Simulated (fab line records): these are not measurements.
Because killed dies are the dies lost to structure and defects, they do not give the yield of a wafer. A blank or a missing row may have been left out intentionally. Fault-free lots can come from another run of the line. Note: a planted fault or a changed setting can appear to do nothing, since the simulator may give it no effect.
Split-lot trial / flow sky130 / on a route of 708 steps: 5 lots, 23 wafers read

THE SPLIT
At SKY_NWELL_SOFTBAKE_06, the setting temp c was moved away from the recipe's 110 C on 5 of the 23 wafers read, by -3.3% to -2.1%. The other wafers ran this setting at the recipe's value.

FROM THE SPLIT TO THE READING: what the file shows between them, 2 steps
- SKY_NWELL_EXPOSE_07: exposes mask NWM, target cd 840 nm
- SKY_NWELL_PEB_08

THE READING
coat_of_NWELL_COAT_05.thk nm (the simulator's own value, which no gauge read), in nm, at SKY_NWELL_DEVELOP_09 (develop time 60 s). There is no usual value for it anywhere in the file. The 18 wafers here that ran the recipe average 3002 nm, standard deviation 5 nm.

wafer=L076.2; tool, chamber at the split=litho track-02, 0; temp c as run, C=110; against the recipe=recipe; coat_of_NWELL_COAT_05.thk nm, nm=3013; against lot-mates on the recipe=-
wafer=L076.3; tool, chamber at the split=litho track-02, 0; temp c as run, C=110; against the recipe=recipe; coat_of_NWELL_COAT_05.thk nm, nm=3007; against lot-mates on the recipe=-
wafer=L076.4; tool, chamber at the split=litho track-02, 0; temp c as run, C=110; against the recipe=recipe; coat_of_NWELL_COAT_05.thk nm, nm=3006; against lot-mates on the recipe=-
wafer=L080.1; tool, chamber at the split=litho track-02, 0; temp c as run, C=110; against the recipe=recipe; coat_of_NWELL_COAT_05.thk nm, nm=2998; against lot-mates on the recipe=-
wafer=L080.2; tool, chamber at the split=litho track-02, 0; temp c as run, C=110; against the recipe=recipe; coat_of_NWELL_COAT_05.thk nm, nm=2998; against lot-mates on the recipe=-
wafer=L080.3; tool, chamber at the split=litho track-02, 0; temp c as run, C=110; against the recipe=recipe; coat_of_NWELL_COAT_05.thk nm, nm=2993; against lot-mates on the recipe=-
wafer=L080.4; tool, chamber at the split=litho track-02, 0; temp c as run, C=110; against the recipe=recipe; coat_of_NWELL_COAT_05.thk nm, nm=2999; against lot-mates on the recipe=-
wafer=L080.6; tool, chamber at the split=litho track-02, 0; temp c as run, C=110; against the recipe=recipe; coat_of_NWELL_COAT_05.thk nm, nm=3006; against lot-mates on the recipe=-
wafer=L081.1; tool, chamber at the split=litho track-02, 0; temp c as run, C=106.4; against the recipe=-3.3%; coat_of_NWELL_COAT_05.thk nm, nm=3041; against lot-mates on the recipe=+37
wafer=L081.2; tool, chamber at the split=litho track-02, 0; temp c as run, C=110; against the recipe=recipe; coat_of_NWELL_COAT_05.thk nm, nm=3004; against lot-mates on the recipe=-
wafer=L081.4; tool, chamber at the split=litho track-02, 0; temp c as run, C=110; against the recipe=recipe; coat_of_NWELL_COAT_05.thk nm, nm=3004; against lot-mates on the recipe=-
wafer=L081.3; tool, chamber at the split=litho track-02, 0; temp c as run, C=110; against the recipe=recipe; coat_of_NWELL_COAT_05.thk nm, nm=3003; against lot-mates on the recipe=-
wafer=L081.5; tool, chamber at the split=litho track-02, 0; temp c as run, C=106.4; against the recipe=-3.3%; coat_of_NWELL_COAT_05.thk nm, nm=3038; against lot-mates on the recipe=+34
wafer=L082.1; tool, chamber at the split=litho track-01, 0; temp c as run, C=110; against the recipe=recipe; coat_of_NWELL_COAT_05.thk nm, nm=3006; against lot-mates on the recipe=-
wafer=L082.2; tool, chamber at the split=litho track-01, 0; temp c as run, C=107.7; against the recipe=-2.1%; coat_of_NWELL_COAT_05.thk nm, nm=3025; against lot-mates on the recipe=+20
wafer=L082.3; tool, chamber at the split=litho track-01, 0; temp c as run, C=110; against the recipe=recipe; coat_of_NWELL_COAT_05.thk nm, nm=3004; against lot-mates on the recipe=-
wafer=L082.4; tool, chamber at the split=litho track-01, 0; temp c as run, C=107.7; against the recipe=-2.1%; coat_of_NWELL_COAT_05.thk nm, nm=3016; against lot-mates on the recipe=+11
wafer=L082.6; tool, chamber at the split=litho track-01, 0; temp c as run, C=107.7; against the recipe=-2.1%; coat_of_NWELL_COAT_05.thk nm, nm=3021; against lot-mates on the recipe=+16
wafer=L083.2; tool, chamber at the split=litho track-02, 0; temp c as run, C=110; against the recipe=recipe; coat_of_NWELL_COAT_05.thk nm, nm=2999; against lot-mates on the recipe=-
wafer=L083.3; tool, chamber at the split=litho track-02, 0; temp c as run, C=110; against the recipe=recipe; coat_of_NWELL_COAT_05.thk nm, nm=2999; against lot-mates on the recipe=-
wafer=L083.4; tool, chamber at the split=litho track-02, 0; temp c as run, C=110; against the recipe=recipe; coat_of_NWELL_COAT_05.thk nm, nm=2997; against lot-mates on the recipe=-
wafer=L083.5; tool, chamber at the split=litho track-02, 0; temp c as run, C=110; against the recipe=recipe; coat_of_NWELL_COAT_05.thk nm, nm=2993; against lot-mates on the recipe=-
wafer=L083.6; tool, chamber at the split=litho track-02, 0; temp c as run, C=110; against the recipe=recipe; coat_of_NWELL_COAT_05.thk nm, nm=3004; against lot-mates on the recipe=-

THE FIT
A straight line over all 23 wafers: coat_of_NWELL_COAT_05.thk nm changes by -10.6 nm for each +1% of temp c; r = -0.92; the points scatter about the line by 5.1 nm.
The same after taking each lot's own level away (the mean of its wafers on the recipe; 23 wafers): -9.74 nm for each +1%; r = -0.94; scatter 3.9 nm.
On that fit, the largest move of temp c shifts the reading by 32 nm.
From 2998.4 to 3008.7 nm: that is the span of the lots' own levels, equal to 2.0 times the standard deviation above.
Hence the lot-to-lot level has little effect on the slope; both slopes agree.
Check: +29 nm against its lot-mates is what the line predicts for one of the wafers moved furthest among these (-3.3%) when that wafer is left out of the fit. It came out at +37.3 nm against them.

THE OTHER SPLITS THESE WAFERS WENT THROUGH
Other splits were also applied to these wafers ahead of the reading. Each is held against what the fit with the lots' levels taken away leaves over:
other split on the same wafers=SKY_FIELD_ISO_CVD_03 pressure mtorr; wafers away from the commonest value=10; r with coat_of_NWELL_COAT_05.thk nm (lot level and that fit taken away)=-0.16
other split on the same wafers=SKY_FIELD_ISO_WET_ETCH_30 time s; wafers away from the commonest value=15; r with coat_of_NWELL_COAT_05.thk nm (lot level and that fit taken away)=+0.13
other split on the same wafers=SKY_PWDE_SOFTBAKE_03 temp c; wafers away from the commonest value=11; r with coat_of_NWELL_COAT_05.thk nm (lot level and that fit taken away)=+0.07

THE WHOLE CHAIN: every reading that the file lists as answering this split, in the file's order
step=SKY_NWELL_DEVELOP_09; what it does=develop time 60 s; reading=coat_of_NWELL_COAT_05.thk nm (the simulator's own value, which no gauge read); change (the file's fit)=-10 nm for each +1% of the setting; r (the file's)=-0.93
step=SKY_NWELL_STRIP_14; what it does=strips in O2/N2; reading=strip time to endpoint s; change (the file's fit)=withheld for each +1% of the setting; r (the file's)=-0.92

THE FILE'S OWN FIT
coat_of_NWELL_COAT_05.thk nm changes by -10 nm for each +1% of temp c, r = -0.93.
